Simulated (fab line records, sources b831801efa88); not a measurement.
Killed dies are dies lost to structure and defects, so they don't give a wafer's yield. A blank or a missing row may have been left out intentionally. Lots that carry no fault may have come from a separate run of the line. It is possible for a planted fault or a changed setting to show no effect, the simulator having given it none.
fab line records + flow gf180mcu
record:
- lots: 14
- wafers: 38
- last-day: 34
route steps=602 shown M3@424 V3@434 M4@460
lots with no fault: from the same line, run without faults
start-h: the number of hours between the record's first day and the start of the first shown wafer of the lot + wait-h: hours since the lot's step before + " repeats the value in the row above + L1.1+2: a row that stands for several wafers + - no value, or no start was given + * or withheld: withheld + < > ~ a bound
route shown NAME@n: names a module that has steps shown in the file, with the first one's number in the route + usual: mean/standard deviation taken from wafers without a fault + same: alike in all rows + chamber/n: place in a boat + sites: per-site readings + _std_site: standard deviation of those values + _edge_site: mean of outer sites minus mean of inner sites + radius-mm: for every site, how far away it sits from the centre of the wafer + mask NAME#n: copy n + behind: the tool/chamber that last shaped the wafer + hold: the reason the lot was held/the length of the hold in hours/how it ended + device: the n, p or np transistor that did not switch + end of line: tests of these same wafers at the route's end + a step given without rows: its recipe and nothing more + killed: not the wafer's yield, but the dies lost to structure and defects at the first sort + map: the dies of a wafer, with x for killed, . for not killed, _ for no die there
set.NAME: the setting that was run; set.NAME@STEP: the one run at that earlier step + model.NAME: the simulator's own value behind a step, which no gauge read
the route's steps for a sample of lots (tables are steps, rows are wafers)
services: when a tool's chamber went out of use (start-h, in hours from the record's first day, below 0 if earlier), for how many hours, and the reason
== steps ==
step: GF_M3_OVL_MEAS_15
usual:
- M3_OVL: -1/4.8
| lot.wafer | tool       | chamber | start-h | wait-h | M3_OVL[nm] |
|-----------|------------|---------|---------|--------|------------|
| L736.4    | overlay-02 | -       | 481.97  | 0.1    | -3         |
| L736.5    | "          | -       | "       | "      | 4          |
| L736.6    | "          | -       | "       | "      | 0          |
| L737.1    | overlay-01 | -       | 490.54  | 0.1    | 3          |
| L737.2    | "          | -       | "       | "      | 2          |
| L737.4    | "          | -       | "       | "      | 4          |
| L738.2    | overlay-01 | -       | 500.35  | 0.1    | -1         |
| L738.3    | "          | -       | "       | "      | -7         |
| L738.6    | "          | -       | "       | "      | -4         |
| L739.1    | overlay-02 | -       | 510.98  | 0.1    | -4         |
| L739.3    | "          | -       | "       | "      | -7         |
| L739.5    | "          | -       | "       | "      | -3         |
| L740.5    | overlay-02 | -       | 514.62  | 0.0    | 3          |
| L740.6    | "          | -       | "       | "      | 5          |
| L741.2    | overlay-01 | -       | 525.40  | 0.1    | 8          |
| L741.3    | "          | -       | "       | "      | 0          |
| L741.4    | "          | -       | "       | "      | 2          |
| L742.1    | overlay-01 | -       | 536.93  | 0.1    | -7         |
| L742.3    | "          | -       | "       | "      | -4         |
| L742.6    | "          | -       | "       | "      | -1         |
| L744.1    | overlay-01 | -       | 561.53  | 0.1    | -5         |
| L744.4    | "          | -       | "       | "      | -6         |
| L744.5    | "          | -       | "       | "      | -1         |
| L749.1    | overlay-01 | -       | 613.68  | 0.1    | -8         |
| L749.3    | "          | -       | "       | "      | -13        |
| L749.5    | "          | -       | "       | "      | -7         |
| L751.3    | overlay-02 | -       | 622.14  | 0.1    | -2         |
| L751.4    | "          | -       | "       | "      | 4          |
| L754.1    | overlay-01 | -       | 640.63  | 0.1    | 3          |
| L754.2    | "          | -       | "       | "      | -1         |
| L755.1    | overlay-01 | -       | 642.64  | 0.1    | 2          |
| L755.2    | "          | -       | "       | "      | 4          |
| L755.4    | "          | -       | "       | "      | -2         |
| L757.1    | overlay-01 | -       | 654.64  | 0.1    | 4          |
| L757.3    | "          | -       | "       | "      | -2         |
| L757.5    | "          | -       | "       | "      | 2          |
| L758.2    | overlay-01 | -       | 659.50  | 0.1    | -2         |
| L758.4    | "          | -       | "       | "      | -6         |
step: GF_V3_BOW_MEAS_05
recipe:
- mode: bow
usual:
- V3_BOW: 115/9.9
| lot.wafer | tool          | chamber | start-h | wait-h | V3_BOW[um] |
|-----------|---------------|---------|---------|--------|------------|
| L736.4    | film-metro-04 | -       | 483.31  | 0.2    | 121        |
| L736.5    | "             | -       | "       | "      | 118        |
| L736.6    | "             | -       | "       | "      | 121        |
| L737.1    | film-metro-02 | -       | 492.08  | 0.1    | 128        |
| L737.2    | "             | -       | "       | "      | 112        |
| L737.4    | "             | -       | "       | "      | 123        |
| L738.2    | film-metro-02 | -       | 501.62  | 0.2    | 110        |
| L738.3    | "             | -       | "       | "      | 117        |
| L738.6    | "             | -       | "       | "      | 102        |
| L739.1    | film-metro-02 | -       | 512.36  | 0.2    | 98         |
| L739.3    | "             | -       | "       | "      | 83         |
| L739.5    | "             | -       | "       | "      | 89         |
| L740.5    | film-metro-02 | -       | 516.34  | 0.1    | 128        |
| L740.6    | "             | -       | "       | "      | 125        |
| L741.2    | film-metro-02 | -       | 526.72  | 0.2    | 108        |
| L741.3    | "             | -       | "       | "      | 122        |
| L741.4    | "             | -       | "       | "      | 127        |
| L742.1    | film-metro-01 | -       | 538.25  | 0.2    | 120        |
| L742.3    | "             | -       | "       | "      | 128        |
| L742.6    | "             | -       | "       | "      | 122        |
| L744.1    | film-metro-02 | -       | 562.82  | 0.1    | 106        |
| L744.4    | "             | -       | "       | "      | 106        |
| L744.5    | "             | -       | "       | "      | 112        |
| L749.1    | film-metro-01 | -       | 614.97  | 0.2    | 102        |
| L749.3    | "             | -       | "       | "      | 109        |
| L749.5    | "             | -       | "       | "      | 122        |
| L751.3    | film-metro-02 | -       | 623.43  | 0.1    | 118        |
| L751.4    | "             | -       | "       | "      | 118        |
| L754.1    | film-metro-02 | -       | 641.95  | 0.2    | 104        |
| L754.2    | "             | -       | "       | "      | 112        |
| L755.1    | film-metro-04 | -       | 644.03  | 0.2    | 116        |
| L755.2    | "             | -       | "       | "      | 121        |
| L755.4    | "             | -       | "       | "      | 125        |
| L757.1    | film-metro-02 | -       | 655.91  | 0.1    | 116        |
| L757.3    | "             | -       | "       | "      | 130        |
| L757.5    | "             | -       | "       | "      | 110        |
| L758.2    | film-metro-02 | -       | 660.78  | 0.2    | 117        |
| L758.4    | "             | -       | "       | "      | 115        |
step: GF_V3_CVD_23
recipe:
- material: W
- target-thk-nm: 350
- time-s: 104.9
- temp-c: 400
- pressure-torr: 40
usual:
- chamber-pressure-Torr: 40.00/0.095
- heater-power-w: 934/35
| lot.wafer | tool     | chamber | start-h | wait-h | chamber-pressure-Torr | heater-power-w |
|-----------|----------|---------|---------|--------|-----------------------|----------------|
| L736.4    | cvd-w-02 | 0       | 507.37  | 0.1    | 40.13                 | 983            |
| L736.5    | "        | 1       | "       | "      | 39.92                 | 938            |
| L736.6    | "        | 0       | "       | "      | 40.06                 | 936            |
| L737.1    | cvd-w-01 | 1       | 516.11  | 0.0    | 39.88                 | 888            |
| L737.2    | "        | 0       | "       | "      | 40.04                 | 914            |
| L737.4    | "        | 1       | "       | "      | 39.90                 | 885            |
| L738.2    | cvd-w-01 | 1       | 525.16  | 0.0    | 40.00                 | 875            |
| L738.3    | "        | 0       | "       | "      | 39.86                 | 943            |
| L738.6    | "        | 0       | "       | "      | 39.94                 | 930            |
| L739.1    | cvd-w-01 | 1       | 535.88  | 0.0    | 39.96                 | 861            |
| L739.3    | "        | 0       | "       | "      | 39.93                 | 924            |
| L739.5    | "        | 1       | "       | "      | 39.90                 | 878            |
| L740.5    | cvd-w-01 | 1       | 539.55  | 0.1    | 39.95                 | 878            |
| L740.6    | "        | 0       | "       | "      | 39.87                 | 942            |
| L741.2    | cvd-w-01 | 0       | 550.83  | 0.0    | 40.04                 | 935            |
| L741.3    | "        | 0       | "       | "      | 39.92                 | 910            |
| L741.4    | "        | 1       | "       | "      | 39.97                 | 884            |
| L742.1    | cvd-w-02 | 1       | 562.05  | 0.0    | 39.99                 | 973            |
| L742.3    | "        | 1       | "       | "      | 39.95                 | 972            |
| L742.6    | "        | 1       | "       | "      | 40.09                 | 980            |
| L744.1    | cvd-w-02 | 1       | 585.68  | 0.0    | 40.03                 | 955            |
| L744.4    | "        | 0       | "       | "      | 40.01                 | 959            |
| L744.5    | "        | 0       | "       | "      | 40.03                 | 961            |
| L749.1    | cvd-w-01 | 0       | 636.13  | 0.0    | 40.05                 | 928            |
| L749.3    | "        | 0       | "       | "      | 40.00                 | 933            |
| L749.5    | "        | 0       | "       | "      | 40.14                 | 943            |
| L751.3    | cvd-w-02 | 0       | 644.29  | 0.1    | 39.80                 | 956            |
| L751.4    | "        | 1       | "       | "      | 40.06                 | 967            |
| L754.1    | cvd-w-02 | 1       | 662.78  | 0.0    | 40.15                 | 970            |
| L754.2    | "        | 0       | "       | "      | 40.03                 | 965            |
| L755.1    | cvd-w-02 | 1       | 664.58  | 0.0    | 39.98                 | 978            |
| L755.2    | "        | 0       | "       | "      | 39.94                 | 952            |
| L755.4    | "        | 0       | "       | "      | 40.09                 | 940            |
| L757.1    | cvd-w-02 | 0       | 676.40  | 0.0    | 39.86                 | 969            |
| L757.3    | "        | 0       | "       | "      | 39.92                 | 962            |
| L757.5    | "        | 0       | "       | "      | 39.78                 | 969            |
| L758.2    | cvd-w-01 | 0       | 681.71  | 0.0    | 39.94                 | 926            |
| L758.4    | "        | 1       | "       | "      | 40.02                 | 900            |
step: GF_M4_SPUTTER_04
recipe:
- material: TiN
- target-thk-nm: 50
- power-w: 6500
- time-s: 41.7
- chamber-pressure-pa: 0.4
usual:
- throttle-valve-pct: 29.8/1.3
| lot.wafer | tool           | chamber | start-h | wait-h | throttle-valve-pct |
|-----------|----------------|---------|---------|--------|--------------------|
| L736.4    | pvd-sputter-01 | -       | 508.10  | 0.0    | 29.2               |
| L736.5    | "              | -       | "       | "      | 27.5               |
| L736.6    | "              | -       | "       | "      | 29.4               |
| L737.1    | pvd-sputter-03 | -       | 516.89  | 0.0    | 32.1               |
| L737.2    | "              | -       | "       | "      | 29.9               |
| L737.4    | "              | -       | "       | "      | 30.0               |
| L738.2    | pvd-sputter-02 | -       | 525.93  | 0.0    | 28.0               |
| L738.3    | "              | -       | "       | "      | 30.3               |
| L738.6    | "              | -       | "       | "      | 28.1               |
| L739.1    | pvd-sputter-03 | -       | 536.66  | 0.0    | 32.2               |
| L739.3    | "              | -       | "       | "      | 30.0               |
| L739.5    | "              | -       | "       | "      | 30.1               |
| L740.5    | pvd-sputter-02 | -       | 540.27  | 0.0    | 30.0               |
| L740.6    | "              | -       | "       | "      | 31.1               |
| L741.2    | pvd-sputter-03 | -       | 551.60  | 0.0    | 29.9               |
| L741.3    | "              | -       | "       | "      | 32.2               |
| L741.4    | "              | -       | "       | "      | 30.1               |
| L742.1    | pvd-sputter-02 | -       | 562.83  | 0.0    | 28.0               |
| L742.3    | "              | -       | "       | "      | 31.1               |
| L742.6    | "              | -       | "       | "      | 31.1               |
| L744.1    | pvd-sputter-03 | -       | 586.45  | 0.0    | 30.0               |
| L744.4    | "              | -       | "       | "      | 30.0               |
| L744.5    | "              | -       | "       | "      | 28.2               |
| L749.1    | pvd-sputter-02 | -       | 637.01  | 0.0    | 31.4               |
| L749.3    | "              | -       | "       | "      | 28.1               |
| L749.5    | "              | -       | "       | "      | 31.3               |
| L751.3    | pvd-sputter-02 | -       | 645.03  | 0.0    | 30.4               |
| L751.4    | "              | -       | "       | "      | 30.0               |
| L754.1    | pvd-sputter-02 | -       | 663.55  | 0.0    | 31.2               |
| L754.2    | "              | -       | "       | "      | 30.6               |
| L755.1    | pvd-sputter-03 | -       | 665.35  | 0.0    | 32.3               |
| L755.2    | "              | -       | "       | "      | 30.0               |
| L755.4    | "              | -       | "       | "      | 29.6               |
| L757.1    | pvd-sputter-01 | -       | 677.18  | 0.0    | 27.6               |
| L757.3    | "              | -       | "       | "      | 29.1               |
| L757.5    | "              | -       | "       | "      | 27.6               |
| L758.2    | pvd-sputter-03 | -       | 682.49  | 0.0    | 29.9               |
| L758.4    | "              | -       | "       | "      | 28.1               |
step: GF_M4_THK_MEAS_06
recipe:
- thk-meas-gauge: xrf
- reads: AlCu_of_M4_SPUTTER_02
usual:
- M4_ALCU_THK: 449/6
| lot.wafer | tool          | chamber | start-h | wait-h | M4_ALCU_THK[nm] |
|-----------|---------------|---------|---------|--------|-----------------|
| L736.4    | film-metro-03 | -       | 508.29  | 0.1    | 442             |
| L736.5    | "             | -       | "       | "      | 442             |
| L736.6    | "             | -       | "       | "      | 446             |
| L737.1    | film-metro-01 | -       | 517.05  | 0.1    | 465             |
| L737.2    | "             | -       | "       | "      | 457             |
| L737.4    | "             | -       | "       | "      | 458             |
| L738.2    | film-metro-01 | -       | 526.10  | 0.1    | 446             |
| L738.3    | "             | -       | "       | "      | 452             |
| L738.6    | "             | -       | "       | "      | 447             |
| L739.1    | film-metro-03 | -       | 536.82  | 0.1    | 448             |
| L739.3    | "             | -       | "       | "      | 443             |
| L739.5    | "             | -       | "       | "      | 443             |
| L740.5    | film-metro-02 | -       | 540.45  | 0.1    | 455             |
| L740.6    | "             | -       | "       | "      | 447             |
| L741.2    | film-metro-02 | -       | 551.77  | 0.1    | 454             |
| L741.3    | "             | -       | "       | "      | 455             |
| L741.4    | "             | -       | "       | "      | 457             |
| L742.1    | film-metro-03 | -       | 562.99  | 0.1    | 445             |
| L742.3    | "             | -       | "       | "      | 443             |
| L742.6    | "             | -       | "       | "      | 442             |
| L744.1    | film-metro-02 | -       | 586.61  | 0.1    | 451             |
| L744.4    | "             | -       | "       | "      | 450             |
| L744.5    | "             | -       | "       | "      | 449             |
| L749.1    | film-metro-01 | -       | 637.17  | 0.1    | 422             |
| L749.3    | "             | -       | "       | "      | 452             |
| L749.5    | "             | -       | "       | "      | 451             |
| L751.3    | film-metro-02 | -       | 645.21  | 0.1    | 442             |
| L751.4    | "             | -       | "       | "      | 419             |
| L754.1    | film-metro-01 | -       | 663.71  | 0.1    | 415             |
| L754.2    | "             | -       | "       | "      | 445             |
| L755.1    | film-metro-03 | -       | 665.51  | 0.1    | 451             |
| L755.2    | "             | -       | "       | "      | 449             |
| L755.4    | "             | -       | "       | "      | 447             |
| L757.1    | film-metro-02 | -       | 677.34  | 0.1    | 437             |
| L757.3    | "             | -       | "       | "      | 436             |
| L757.5    | "             | -       | "       | "      | 440             |
| L758.2    | film-metro-03 | -       | 682.66  | 0.1    | 442             |
| L758.4    | "             | -       | "       | "      | 443             |
== services ==
| tool           | chamber | start-h | hours | kind                   |
|----------------|---------|---------|-------|------------------------|
| cvd-w-02       | 1       | 496.09  | 9.5   | repair                 |
| pvd-sputter-01 | 0       | 508.14  | -     | consumable-replace:kit |
| pvd-sputter-01 | 0       | 508.14  | 18.0  | scheduled-down         |
| pvd-sputter-01 | 0       | 508.14  | 18.0  | vent-cycle             |
| cvd-w-02       | -       | 511.20  | 1.7   | repair                 |
| pvd-sputter-01 | -       | 518.69  | 1.6   | repair                 |
| cvd-w-02       | 0       | 534.99  | 5.9   | repair                 |
| pvd-sputter-01 | -       | 541.92  | 3.5   | repair                 |
| pvd-sputter-03 | -       | 580.04  | 2.1   | repair                 |
| cvd-w-01       | -       | 581.25  | 2.8   | pm                     |
| pvd-sputter-03 | 1       | 584.74  | -     | consumable-replace:kit |
| pvd-sputter-03 | 1       | 584.74  | 18.0  | scheduled-down         |
| pvd-sputter-03 | 1       | 584.74  | 18.0  | vent-cycle             |
| pvd-sputter-03 | -       | 603.77  | 6.6   | repair                 |
| cvd-w-01       | 1       | 631.49  | 7.8   | repair                 |
| pvd-sputter-01 | 3       | 656.23  | -     | consumable-replace:kit |
| pvd-sputter-01 | 3       | 656.23  | 18.0  | scheduled-down         |
| pvd-sputter-01 | 3       | 656.23  | 18.0  | vent-cycle             |
| cvd-w-01       | 1       | 659.63  | 8.6   | repair                 |
| cvd-w-01       | 0       | 661.54  | 15.8  | repair                 |
| pvd-sputter-01 | -       | 663.93  | 5.5   | repair                 |
| pvd-sputter-01 | -       | 665.68  | 7.3   | repair                 |
| cvd-w-01       | -       | 679.10  | 1.2   | repair                 |
== key ==
first-sign:
- step: GF_M4_THK_MEAS_06
- reading: M4_ALCU_THK
- direction: down
- sigmas: 5
- usual: 449
- struck: 419
effect none on later readings
met-at GF_M4_SPUTTER_04
struck-lots L749,L751,L754
struck-wafers L749.1,L751.4,L754.1
baseline-loss:
- step: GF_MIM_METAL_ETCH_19
- wafers: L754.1
not-acting-at GF_M3_OVL_MEAS_15,GF_V3_BOW_MEAS_05,GF_V3_CVD_23
onset-between 562.83 637.01
fault:
- kind: process-parameter-drift
- tool: pvd-sputter-02
- chamber: -
- onset-h: 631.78
- steps: GF_M4_SPUTTER_04
- channel: target-thk-nm
- offset: 38.714
- shape: step
- end-h: 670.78
- scope: struck-wafers-only
- acts-in: these-recipes-only
- stated: 50
baseline-loss: these wafers lose ten dies or more at that step, a loss of the line's own and not of a fault; the sort's usual values leave them out
